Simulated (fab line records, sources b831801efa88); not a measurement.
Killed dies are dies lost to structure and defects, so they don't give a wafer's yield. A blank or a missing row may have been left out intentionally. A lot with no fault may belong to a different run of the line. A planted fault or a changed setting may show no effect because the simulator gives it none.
8D (eight disciplines) problem report, filled in by code    flow gf180mcu    the parts of the form that need people (team, actions taken, sign-off) are left out

1. WHAT IS WRONG
NWELL_RS at GF_VT_IMPLANT_RS_MEAS_47 reads a mean of 496.5 ohm/sq on 6 wafers of 2 lots; wafers without a fault read 487.0 ohm/sq with a standard deviation of 1.2. That is +7.9 standard deviations from the usual mean.
The step: measures by four-point-probe.
The first sign was on wafer L359.3 at day 9 14:16, on film-metro-04. At this step, 39 wafers from 13 lots have a number in the record. Rule for "out" (also "out of limits"): further than 4 standard deviations from the usual mean. Any other wafer with a number is counted as sound.

2. WHAT THIS IS AND IS NOT
question                     is                      is not
which readings at this step  NWELL_RS                -
which lots                   L359, L362              L351, L352, L353, L356, L357, L361, L363, L365, L368, L372, L373
which wafers of those lots   all that have a number  -
read on which gauges         film-metro-04           film-metro-02
when                         from day 9 14:16        up to then (15 sound wafers); but 18 sound wafers of L361, L363, L365, L368, L372, L373 came after

3. WHAT RULES OUT EACH SUSPECT
Counting: a tool at any process step up to the reading remains a suspect when it ran all the lots that are out and ran no sound lot after the first of those.
- the gauge at GF_VT_IMPLANT_RS_MEAS_47 has been ruled out. All the wafers that are out were read on film-metro-04, but those of them that GF_NWELL_IMPLANT_09 has rows for are out there too, on other tools.
- implanter-04 at GF_NWELL_IMPLANT_09: kept. All lots that are out passed through it, beginning with L359 at day 5 02:55, and no sound lot followed; its final sound lot before that point was L356 at day 4 10:06. On those wafers its own readings are out: dose-ions-cm2, faraday-current-uA.
The count leaves implanter-04 at GF_NWELL_IMPLANT_09.

4. THE CAUSE (what the simulator had put in)
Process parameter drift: implanter-04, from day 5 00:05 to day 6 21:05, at GF_NWELL_IMPLANT_09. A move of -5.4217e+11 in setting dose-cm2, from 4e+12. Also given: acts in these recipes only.
Counting left only this tool.

5. SEQUENCE OF EFFECTS, ordered by route
One row per reading whose mean, taken over the struck wafers that have a number, lies over 3 standard deviations from the usual. Only readings for which the record gives a usual standard deviation are gone through. hours: the time from each lot's start at the first step in this table that gives one to its start at this step, as a median over the lots. sigmas: the change in usual standard deviations.
hours  step                      reading             usual         on struck wafers  change      sigmas
0      GF_NWELL_IMPLANT_09       dose-ions-cm2       3.999e+12     3.460e+12         -5.385e+11  -99 or more
0      GF_NWELL_IMPLANT_09       faraday-current-uA  22.6          19.4              -3.2        -7.6
113    GF_VT_IMPLANT_RS_MEAS_47  NWELL_RS            487.0 ohm/sq  496.5             +9.5        +7.9
The process steps in it:
- GF_NWELL_IMPLANT_09
Later steps that measure or inspect, where all struck wafers having a row at the step show a number for every such reading and not one has moved that far: GF_CONTACT_THK_MEAS_01.

6. HOW IT WOULD HAVE BEEN CAUGHT EARLIER
The first out-of-limits reading at a measuring or inspecting step in this record came at day 9 14:16, 110 hours after the fault's start at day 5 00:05.
At GF_NWELL_IMPLANT_09, the tool's own readings (dose-ions-cm2, faraday-current-uA) were out on each struck wafer the step has a row for, so an alarm limit on them would have fired on the first such wafer.
The start of GF_NWELL_IMPLANT_09 on implanter-04 came by day 9 14:16 for every one of the lots that are out (2). Had the tool been put on hold then, not one of them would have been saved.
